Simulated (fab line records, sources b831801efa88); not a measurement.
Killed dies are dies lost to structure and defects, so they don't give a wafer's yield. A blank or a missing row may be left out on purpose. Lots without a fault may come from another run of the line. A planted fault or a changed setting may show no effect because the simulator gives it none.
Which tool did it? | flow sky130 | 13 lots, 37 wafers sampled, at 5 steps of a route of 708

WHAT THE GAUGES READ, wafer by wafer
SKY_LOCAL_INTERCONNECT_OVL_MEAS_12. Usual: LOCAL_INTERCONNECT_OVL -3 nm, standard deviation 6.2.
lot  | measured     | on         | LOCAL_INTERCONNECT_OVL (nm) | flag
L987 | day 30 02:53 | overlay-01 | -8 -7 -10                   |
L988 | day 30 13:11 | overlay-02 | -4 1 5                      |
L989 | day 31 00:57 | overlay-02 | -4 2 0                      |
L990 | day 31 09:43 | overlay-01 | -3 -10 -9                   |
L991 | day 31 19:25 | overlay-02 | -8 -3 0                     |
L992 | day 32 10:52 | overlay-02 | -8 -4 -1                    |
L995 | day 33 07:10 | overlay-01 | -6 -6 4                     |
L100 | day 34 19:37 | overlay-02 | 3                           |
L104 | day 36 00:25 | overlay-01 | 5 11 2                      |
L105 | day 36 05:10 | overlay-01 | 6 3 -4                      |
L106 | day 36 15:25 | overlay-01 | 3 6 6                       |
L108 | day 37 06:25 | overlay-02 | -6 5 -1                     |
L110 | day 37 19:40 | overlay-02 | 0 -8 -3                     |

SKY_METAL2_OVL_MEAS_16. Usual: METAL2_OVL -3 nm, standard deviation 5.6.
lot  | measured     | on         | METAL2_OVL (nm) | flag
L987 | day 34 23:35 | overlay-02 | 8 3 -4          |
L988 | day 35 08:04 | overlay-02 | 7 3 0           |
L989 | day 35 18:37 | overlay-01 | -2 1 4          |
L990 | day 36 03:07 | overlay-01 | -1 0 -6         |
L991 | day 36 12:16 | overlay-01 | -13 -3 -8       |
L992 | day 37 01:41 | overlay-01 | -1 -4 -4        |
L995 | day 37 21:04 | overlay-02 | -5 -8 -5        |
L100 | day 39 08:59 | overlay-01 | -4              |
L104 | day 40 12:08 | overlay-01 | 1 1 0           |
L105 | day 40 16:53 | overlay-01 | -14 -6 -2       |
L106 | day 41 02:37 | overlay-01 | -2 -11 -11      |
L108 | day 41 15:11 | overlay-01 | 3 -9 0          |
L110 | day 42 03:19 | overlay-01 | 0 0 -2          |

SKY_VIA2_THK_MEAS_01. Usual: VIA2_HDPCVD_THK 1178 nm, standard deviation 12.
lot  | measured     | on            | VIA2_HDPCVD_THK (nm) | flag
L987 | day 35 00:32 | film_metro-02 | 1171 1167 1167       |
L988 | day 35 09:11 | film_metro-02 | 1178 1186 1170       |
L989 | day 35 19:34 | film_metro-03 | 1186 1182 1181       |
L990 | day 36 04:08 | film_metro-02 | 1202 1185 1186       |
L991 | day 36 13:13 | film_metro-04 | 1196 1195 1207       |
L992 | day 37 02:38 | film_metro-02 | 1166 1168 1169       |
L995 | day 37 22:11 | film_metro-02 | 1191 1197 1191       |
L100 | day 39 09:58 | film_metro-03 | 1422 1422            | OFF
L104 | day 40 13:05 | film_metro-04 | 1184 1176 1205       |
L105 | day 40 17:50 | film_metro-02 | 1172 1185 1171       |
L106 | day 41 03:33 | film_metro-03 | 1170 1186 1188       |
L108 | day 41 16:08 | film_metro-02 | 1189 1197 1181       |
L110 | day 42 04:16 | film_metro-03 | 1174 1173 1149       |

SKY_VIA2_OVL_MEAS_13. Usual: VIA2_OVL -2 nm, standard deviation 5.
lot  | measured     | on         | VIA2_OVL (nm) | flag
L987 | day 36 02:58 | overlay-02 | 1 7 -6        |
L988 | day 36 11:23 | overlay-02 | -6 0 5        |
L989 | day 36 22:24 | overlay-01 | 8 4 6         |
L990 | day 37 06:32 | overlay-01 | -5 3 3        |
L991 | day 37 15:28 | overlay-01 | -3 -3 -4      |
L992 | day 38 05:02 | overlay-01 | -6 5 2        |
L995 | day 39 00:31 | overlay-02 | 0 1 -13       |
L100 | day 40 11:17 | overlay-02 | -7            |
L104 | day 41 14:16 | overlay-01 | -3 -1 1       |
L105 | day 41 18:04 | overlay-01 | -6 -2 2       |
L106 | day 42 03:37 | overlay-01 | 6 8 0         |
L108 | day 42 15:52 | overlay-02 | 0 4 4         |
L110 | day 43 04:06 | overlay-02 | -5 1 -4       |

WHICH TOOL RAN EACH LOT (tool, then ch and the chambers of the sampled wafers, then the start)
lot  | SKY_VIA2_HDPCVD_00
L987 | hdpcvd-02 ch 0,1, day 35 00:25
L988 | hdpcvd-01 ch 0,1, day 35 09:04
L989 | hdpcvd-01 ch 0,1,2, day 35 19:25
L990 | hdpcvd-02 ch 0,2, day 36 04:01
L991 | hdpcvd-01 ch 0,1,2, day 36 13:05
L992 | hdpcvd-02 ch 0,1, day 37 02:31
L995 | hdpcvd-01 ch 0,1, day 37 22:04
L100 | hdpcvd-01 ch 2, day 39 09:53
L104 | hdpcvd-02 ch 0,2, day 40 12:58
L105 | hdpcvd-02 ch 1,2, day 40 17:43
L106 | hdpcvd-02 ch 0,1, day 41 03:25
L108 | hdpcvd-02 ch 0,2, day 41 16:00
L110 | hdpcvd-02 ch 1,2, day 42 04:08
- SKY_VIA2_HDPCVD_00: deposits SiO2, target thk 1180 nm, time 196.7 s.

WHAT THE TOOLS THEMSELVES READ (means of the sampled wafers that have a number; where no wafer has one, the mark that the record gives instead)
SKY_VIA2_HDPCVD_00. Usual: pressure_mtorr 5.999 mTorr, standard deviation 0.011; sih4_flow_sccm 59.99 sccm, standard deviation 0.16.
lot  | tool      | pressure_mtorr (mTorr) | sih4_flow_sccm (sccm) | flag
L987 | hdpcvd-02 | 5.998                  | 59.91                 |
L988 | hdpcvd-01 | 6.008                  | 60.10                 |
L989 | hdpcvd-01 | 6.007                  | 59.92                 |
L990 | hdpcvd-02 | 6.000                  | 59.98                 |
L991 | hdpcvd-01 | 6.000                  | 59.93                 |
L992 | hdpcvd-02 | 6.011                  | 60.12                 |
L995 | hdpcvd-01 | 5.993                  | 59.97                 |
L100 | hdpcvd-01 | 5.973                  | 71.86                 | OFF
L104 | hdpcvd-02 | 5.995                  | 60.10                 |
L105 | hdpcvd-02 | 5.997                  | 59.86                 |
L106 | hdpcvd-02 | 5.990                  | 60.05                 |
L108 | hdpcvd-02 | 6.005                  | 60.17                 |
L110 | hdpcvd-02 | 5.998                  | 59.99                 |

THE ANSWER, worked out from the rows above alone
Rule: a lot is off if the mean of its wafers that have a number lies more than 3 standard deviations from the usual mean. A lot without any number at a reading at which 4 lots or more have one is off too. The other lots that the step has rows for count as sound. The gauges are gone through in route order, then the tools' own readings, and for those a lot's mean is taken as printed above. The first step at which some lot is off is used, and at that step the reading that is off furthest; a lot without a number counts as furthest.
Off: L100, at SKY_VIA2_THK_MEAS_01 (VIA2_HDPCVD_THK).
A tool fits if, at a process step before that reading, it ran every lot that is off, and no sound lot after the first of them. The gauges at SKY_VIA2_THK_MEAS_01 aren't tried: what is off there is off at SKY_VIA2_HDPCVD_00 too, on other tools, and a gauge's error can't cause that. One fits: hdpcvd-01 at SKY_VIA2_HDPCVD_00. Its last sound lot is L995 (day 37 22:04), its first lot that is off L100 (day 39 09:53): a fault that began between those two fits.
The tool's own readings at SKY_VIA2_HDPCVD_00 bear it out: on the lots that are off they differ by more than 5 times the standard deviation of the sound lots' means. sih4_flow_sccm reads 71.86 sccm there against 60.01 sccm on the sound lots.

WHAT THE SIMULATOR HAD PUT IN
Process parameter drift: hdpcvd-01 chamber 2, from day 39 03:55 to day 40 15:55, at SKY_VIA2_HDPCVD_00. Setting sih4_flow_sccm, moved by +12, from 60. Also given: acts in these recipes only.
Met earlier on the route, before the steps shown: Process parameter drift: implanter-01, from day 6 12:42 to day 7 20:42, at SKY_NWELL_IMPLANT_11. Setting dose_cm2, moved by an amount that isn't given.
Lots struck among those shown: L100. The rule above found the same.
